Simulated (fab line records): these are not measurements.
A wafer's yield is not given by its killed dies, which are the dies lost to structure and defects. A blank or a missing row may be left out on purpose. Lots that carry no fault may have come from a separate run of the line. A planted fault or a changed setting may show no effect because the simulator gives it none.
Which tool was responsible? :: flow gf180mcu :: Sampling: 12 lots, 36 wafers, 3 of 602 route steps

## WHAT THE GAUGES READ, wafer by wafer
GF_TOP_METAL_THK_MEAS_06: measures by xrf.
lot: L953
measured: day 27 22:33
on: film metro-03
TOP_METAL_ALCU_THK (nm): 862 878 892

lot: L954
measured: day 28 00:49
on: film metro-04
TOP_METAL_ALCU_THK (nm): 894 894 874

lot: L955
measured: day 28 02:05
on: film metro-03
TOP_METAL_ALCU_THK (nm): 883 879 876

lot: L956
measured: day 28 20:13
on: film metro-02
TOP_METAL_ALCU_THK (nm): 898 897 888

lot: L960
measured: day 29 22:50
on: film metro-03
TOP_METAL_ALCU_THK (nm): 880 886 872

lot: L961
measured: day 30 07:25
on: film metro-03
TOP_METAL_ALCU_THK (nm): 875 893 869

lot: L962
measured: day 30 11:17
on: film metro-03
TOP_METAL_ALCU_THK (nm): 875 892 879

lot: L965
measured: day 31 06:22
on: film metro-02
TOP_METAL_ALCU_THK (nm): 882 891 911

lot: L971
measured: day 32 16:41
on: film metro-04
TOP_METAL_ALCU_THK (nm): 903 882 887

lot: L972
measured: day 33 04:28
on: film metro-03
TOP_METAL_ALCU_THK (nm): 904 888 899

lot: L973
measured: day 33 03:50
on: film metro-04
TOP_METAL_ALCU_THK (nm): 888 872 881

lot: L974
measured: day 33 11:23
on: film metro-02
TOP_METAL_ALCU_THK (nm): 904 896 906

## WHAT TOOL EACH LOT RAN ON (gives the tool, then ch and the chambers of the sampled wafers, and finally the start)
lot: L953
GF_V1_CVD_00: hdpcvd-02 ch 0,2, day 17 19:53
GF_TOP_METAL_SPUTTER_03: pvd sputter-01, day 27 22:23

lot: L954
GF_V1_CVD_00: hdpcvd-01 ch 0,1,2, day 17 22:56
GF_TOP_METAL_SPUTTER_03: pvd sputter-01, day 28 00:38

lot: L955
GF_V1_CVD_00: hdpcvd-02 ch 0,2, day 18 01:31
GF_TOP_METAL_SPUTTER_03: pvd sputter-03, day 28 01:53

lot: L956
GF_V1_CVD_00: hdpcvd-01 ch 0,1,2, day 18 21:57
GF_TOP_METAL_SPUTTER_03: pvd sputter-03, day 28 20:02

lot: L960
GF_V1_CVD_00: hdpcvd-01 ch 0,1,2, day 20 06:30
GF_TOP_METAL_SPUTTER_03: pvd sputter-03, day 29 22:40

lot: L961
GF_V1_CVD_00: hdpcvd-01 ch 0,1,2, day 20 19:00
GF_TOP_METAL_SPUTTER_03: pvd sputter-01, day 30 07:15

lot: L962
GF_V1_CVD_00: hdpcvd-01 ch 1,2, day 21 00:03
GF_TOP_METAL_SPUTTER_03: pvd sputter-01, day 30 11:07

lot: L965
GF_V1_CVD_00: hdpcvd-02 ch 0,1, day 22 01:59
GF_TOP_METAL_SPUTTER_03: pvd sputter-01, day 31 06:12

lot: L971
GF_V1_CVD_00: hdpcvd-01 ch 0,1, day 24 00:16
GF_TOP_METAL_SPUTTER_03: pvd sputter-03, day 32 16:30

lot: L972
GF_V1_CVD_00: hdpcvd-01 ch 0,1,2, day 24 06:19
GF_TOP_METAL_SPUTTER_03: pvd sputter-01, day 33 04:16

lot: L973
GF_V1_CVD_00: hdpcvd-01 ch 1,2, day 24 14:11
GF_TOP_METAL_SPUTTER_03: pvd sputter-03, day 33 03:40

lot: L974
GF_V1_CVD_00: hdpcvd-01 ch 1,2, day 24 21:19
GF_TOP_METAL_SPUTTER_03: pvd sputter-01, day 33 11:13
- GF_V1_CVD_00: deposits SiO2, target thk 600 nm, time 100 s.
- GF_TOP_METAL_SPUTTER_03: material Ti, target thk 5 nm, time 3.3 s.

## AS READ BY THE TOOLS THEMSELVES (means over the sampled wafers that have a number; for cases with no such wafer, the mark the record gives instead)
GF_V1_CVD_00.
lot: L953
tool: hdpcvd-02
sih4 flow sccm (sccm): 60.02

lot: L954
tool: hdpcvd-01
sih4 flow sccm (sccm): 60.02

lot: L955
tool: hdpcvd-02
sih4 flow sccm (sccm): 59.93

lot: L956
tool: hdpcvd-01
sih4 flow sccm (sccm): 60.10

lot: L960
tool: hdpcvd-01
sih4 flow sccm (sccm): 59.90

lot: L961
tool: hdpcvd-01
sih4 flow sccm (sccm): 60.01

lot: L962
tool: hdpcvd-01
sih4 flow sccm (sccm): 59.86

lot: L965
tool: hdpcvd-02
sih4 flow sccm (sccm): 60.09

lot: L971
tool: hdpcvd-01
sih4 flow sccm (sccm): 59.83

lot: L972
tool: hdpcvd-01
sih4 flow sccm (sccm): 60.24

lot: L973
tool: hdpcvd-01
sih4 flow sccm (sccm): 59.91

lot: L974
tool: hdpcvd-01
sih4 flow sccm (sccm): 59.81

GF_TOP_METAL_SPUTTER_03.
lot: L953
tool: pvd sputter-01
throttle valve pct (%): 28.9

lot: L954
tool: pvd sputter-01
throttle valve pct (%): 29.0

lot: L955
tool: pvd sputter-03
throttle valve pct (%): 30.4

lot: L956
tool: pvd sputter-03
throttle valve pct (%): 29.8

lot: L960
tool: pvd sputter-03
throttle valve pct (%): 30.0

lot: L961
tool: pvd sputter-01
throttle valve pct (%): 29.5

lot: L962
tool: pvd sputter-01
throttle valve pct (%): 29.7

lot: L965
tool: pvd sputter-01
throttle valve pct (%): 29.1

lot: L971
tool: pvd sputter-03
throttle valve pct (%): 30.1

lot: L972
tool: pvd sputter-01
throttle valve pct (%): 28.7

lot: L973
tool: pvd sputter-03
throttle valve pct (%): 29.9

lot: L974
tool: pvd sputter-01
throttle valve pct (%): 29.7

## THE ANSWER, worked out from the rows above alone
Rule: the usual values come from the lots themselves. Put in order of their means at a reading, lots are off if they are a third of the lots or fewer, leave a main group of 4 or more, and stand apart from it by a gap of 3 or more times the standard deviation of the main group's means; of several such gaps the widest counts. Not used: any main group whose means are identical at the precision the tables above print for the reading. Also off: a lot with no number at a reading for which 4 or more lots have one. Any other lot the step has rows for is counted as sound. Order of review: gauges by route order, followed by the tools' own readings, for which a lot's mean as printed above is used. The first step at which some lot is off is used, and at that step the reading that is off furthest; a lot without a number counts as furthest.
Across all readings shown, no lot is off: no conclusion can be drawn from this.

## WHAT THE SIMULATOR HAD PUT IN
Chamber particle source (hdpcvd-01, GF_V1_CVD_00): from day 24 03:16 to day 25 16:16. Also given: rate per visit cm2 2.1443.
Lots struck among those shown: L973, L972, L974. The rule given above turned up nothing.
